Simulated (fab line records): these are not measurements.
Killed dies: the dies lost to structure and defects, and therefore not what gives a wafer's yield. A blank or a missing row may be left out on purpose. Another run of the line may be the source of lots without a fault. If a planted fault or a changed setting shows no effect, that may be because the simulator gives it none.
Chamber matching | flow sky130 | 4 sister chambers for SKY_VIA2_ETCH_14 on rie-diel-01
The step etches BARC in N2/H2, stops on SiO2, time 45.9 s, target depth 60 nm. 24 wafers are shown with their chamber, then 12 later ones without.

EACH WAFER AND ITS CHAMBER
wafer  | chamber | drypump-motor-current-A (A) | oes-product-au (a.u.) | throttle-valve-pct (%)
L076.1 | 3       | 5.8                         | 0.854                 | 13.225
L076.3 | 0       | 6.5                         | 0.855                 | 13.224
L076.4 | 1       | 5.2                         | 0.857                 | 13.219
L078.1 | 2       | 6.1                         | 0.846                 | 13.200
L078.2 | 0       | 6.6                         | 0.850                 | 13.202
L078.3 | 3       | 5.8                         | 0.857                 | 13.229
L078.4 | 1       | 5.2                         | 0.860                 | 13.226
L078.5 | 1       | 5.2                         | 0.853                 | 13.234
L078.6 | 0       | 6.5                         | 0.849                 | 13.234
L080.3 | 2       | 6.1                         | 0.852                 | 13.238
L080.4 | 0       | 6.5                         | 0.852                 | 13.223
L080.6 | 0       | 6.5                         | 0.852                 | 13.213
L081.2 | 1       | 5.2                         | 0.852                 | 13.222
L081.3 | 3       | 5.8                         | 0.856                 | 13.215
L081.5 | 3       | 5.8                         | 0.855                 | 13.215
L083.1 | 0       | 6.6                         | 0.855                 | 13.200
L083.2 | 3       | 5.8                         | 0.854                 | 13.229
L083.3 | 1       | 5.2                         | 0.855                 | 13.236
L083.4 | 0       | 6.6                         | 0.863                 | 13.233
L083.5 | 1       | 5.2                         | 0.853                 | 13.208
L083.6 | 3       | 5.8                         | 0.861                 | 13.224
L086.2 | 0       | 6.5                         | 0.854                 | 13.224
L086.5 | 3       | 5.8                         | 0.854                 | 13.239
L086.6 | 1       | 5.2                         | 0.859                 | 13.232

SIGNATURES (averages over the wafers above)
reading                 | chamber 0 | chamber 1 | chamber 2 | chamber 3 | scatter within a chamber
drypump-motor-current-A | 6.537     | 5.200     | 6.100     | 5.800     | 0.0306
oes-product-au          | 0.85375   | 0.85557   | 0.84900   | 0.85586   | 0.00352
throttle-valve-pct      | 13.21913  | 13.22529  | 13.21900  | 13.22514  | 0.0121
Rule: a wafer's distance from a chamber is the root of the sum, over the readings, of the square of ((its reading less the chamber's mean) divided by the reading's scatter). If the next closest chamber is less than 2 further off than the closest, the wafer can't be placed; otherwise it belongs to the closest. The scatter: take each reading less its chamber's mean, square it, sum over the shown wafers, divide by the number of wafers less the number of chambers, and take the root.

WAFERS WITH NO CHAMBER GIVEN
wafer  | drypump-motor-current-A (A) | oes-product-au (a.u.) | throttle-valve-pct (%)
L088.1 | 5.2                         | 0.855                 | 13.225
L088.3 | 5.8                         | 0.854                 | 13.232
L088.6 | 5.8                         | 0.865                 | 13.240
L095.1 | 6.5                         | 0.854                 | 13.247
L095.2 | 6.1                         | 0.848                 | 13.215
L095.5 | 6.5                         | 0.855                 | 13.239
L096.1 | 6.6                         | 0.860                 | 13.240
L096.2 | 5.2                         | 0.852                 | 13.205
L096.4 | 6.1                         | 0.860                 | 13.219
L097.3 | 5.8                         | 0.854                 | 13.237
L097.4 | 5.2                         | 0.865                 | 13.220
L097.5 | 6.5                         | 0.856                 | 13.222

WHICH CHAMBER EACH ONE RAN IN
wafer  | from the rows above | in truth
L088.1 | 1                   | 1
L088.3 | 3                   | 3
L088.6 | 3                   | 3
L095.1 | 0                   | 0
L095.2 | 2                   | 2
L095.5 | 0                   | 0
L096.1 | 0                   | 0
L096.2 | 1                   | 1
L096.4 | 2                   | 2
L097.3 | 3                   | 3
L097.4 | 1                   | 1
L097.5 | 0                   | 0
Correctly placed: 12 of 12. Left unplaced by these rows: 0. Placed wrongly: 0.
